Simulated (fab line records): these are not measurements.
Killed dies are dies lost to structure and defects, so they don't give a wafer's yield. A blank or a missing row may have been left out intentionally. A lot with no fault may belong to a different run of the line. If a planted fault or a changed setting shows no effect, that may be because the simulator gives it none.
Split-lot trial + flow sfq_line + 5 lots, 23 wafers read, on a route of 325 steps

ABOUT THE SPLIT
At SFQ_TRILAYER_I0_VIA_LITHO_PEB_034 (peb time 60 s), the setting peb_temp_c was moved away from the recipe's 115 C on 4 of the 23 wafers read, by -2.9% to +3.0%. All remaining wafers had this setting at the recipe value.

SPLIT TO READING: what lies between them in the file, 1 step
- SFQ_TRILAYER_I0_VIA_LITHO_DEVELOP_033: time 60 s

THE READING
I0.cd_nm (the simulator's own value, which no gauge read), in nm, at SFQ_TRILAYER_I0_VIA_BARC_OPEN_VIA_ETCH_046 (etches BARC in O2, target depth 125 nm, time 41.7 s). The file does not state a usual value for it. Average 499.4 nm, standard deviation 0.89 nm, over the 19 wafers here run with the recipe.

| wafer  | tool, chamber at the split | peb_temp_c as run, C | against the recipe | I0.cd_nm, nm | against lot-mates on the recipe |
|--------|----------------------------|----------------------|--------------------|--------------|---------------------------------|
| L077.1 | litho_track-01, 0          | 111.7                | -2.9%              | 430.8        | -68.4                           |
| L077.2 | litho_track-01, 0          | 111.7                | -2.9%              | 430.8        | -68.4                           |
| L077.3 | litho_track-01, 0          | 115                  | recipe             | 500.1        | -                               |
| L077.4 | litho_track-01, 0          | 115                  | recipe             | 498.5        | -                               |
| L077.5 | litho_track-01, 0          | 115                  | recipe             | 499          | -                               |
| L078.1 | litho_track-04, 0          | 115                  | recipe             | 498.3        | -                               |
| L078.2 | litho_track-04, 0          | 118.4                | +3.0%              | 554.9        | +56.2                           |
| L078.3 | litho_track-04, 0          | 115                  | recipe             | 499          | -                               |
| L078.4 | litho_track-04, 0          | 118.4                | +3.0%              | 552.1        | +53.4                           |
| L078.6 | litho_track-04, 0          | 115                  | recipe             | 498.9        | -                               |
| L079.1 | litho_track-02, 0          | 115                  | recipe             | 502          | -                               |
| L079.2 | litho_track-02, 0          | 115                  | recipe             | 499.8        | -                               |
| L079.3 | litho_track-02, 0          | 115                  | recipe             | 499.5        | -                               |
| L079.4 | litho_track-02, 0          | 115                  | recipe             | 499.2        | -                               |
| L079.6 | litho_track-02, 0          | 115                  | recipe             | 500.5        | -                               |
| L081.1 | litho_track-01, 0          | 115                  | recipe             | 499.7        | -                               |
| L081.2 | litho_track-01, 0          | 115                  | recipe             | 499.7        | -                               |
| L081.4 | litho_track-01, 0          | 115                  | recipe             | 498.8        | -                               |
| L081.5 | litho_track-01, 0          | 115                  | recipe             | 499.4        | -                               |
| L081.6 | litho_track-01, 0          | 115                  | recipe             | 499.2        | -                               |
| L085.3 | litho_track-01, 0          | 115                  | recipe             | 500.4        | -                               |
| L085.4 | litho_track-01, 0          | 115                  | recipe             | 499.1        | -                               |
| L085.6 | litho_track-01, 0          | 115                  | recipe             | 497.9        | -                               |

FIT RESULTS
A straight line over all 23 wafers: I0.cd_nm changes by +21 nm for each +1% of peb_temp_c; r = +0.99; the points scatter about the line by 3.4 nm.
The same after taking each lot's own level away (the mean of its wafers on the recipe; 23 wafers): +21.1 nm for each +1%; r = +0.99; scatter 3.2 nm.
According to that fit, moving peb_temp_c by its largest amount changes the reading by 62 nm.
The span of the lots' own levels, 498.73 to 500.20 nm, comes to 1.6 times the standard deviation stated above.
So the lot-to-lot level changes the slope little: the two slopes agree.
Check: for one of the wafers moved furthest among these (+3.0%), held out of the fit, the line's prediction against its lot-mates is +63.2 nm. It came out at +56.2 nm against them.

THE OTHER SPLITS THESE WAFERS WENT THROUGH
Before the reading, these wafers also passed through other splits. Each is held against what the fit with the lots' levels taken away leaves over:
| other split on the same wafers                   | wafers away from the commonest value | r with I0.cd_nm (lot level and that fit taken away) |
|--------------------------------------------------|--------------------------------------|-----------------------------------------------------|
| SFQ_TRILAYER_INCOMING_OXIDATION_002 ox_time_s    | 18                                   | +0.10                                               |
| SFQ_TRILAYER_L0_LITHO_COAT_005 resist_thk_nm     | 8                                    | -0.08                                               |
| SFQ_TRILAYER_L0_VIA_LITHO_EXPOSE_014 dose_mj     | 10                                   | +0.27                                               |
| SFQ_TRILAYER_M0_DEP_SPUTTER_019 time_s           | 11                                   | +0.13                                               |
| SFQ_TRILAYER_M0_LITHO_COAT_026 spin_rpm          | 5                                    | +0.11                                               |
| SFQ_TRILAYER_M0_BARC_OPEN_METAL_ETCH_031 icp_w   | 10                                   | +0.18                                               |
| SFQ_TRILAYER_I0_VIA_LITHO_COAT_031 resist_thk_nm | 7                                    | -0.08                                               |

FILE'S OWN FIT
I0.cd_nm changes by +21.1 nm for each +1% of peb_temp_c, r = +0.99.
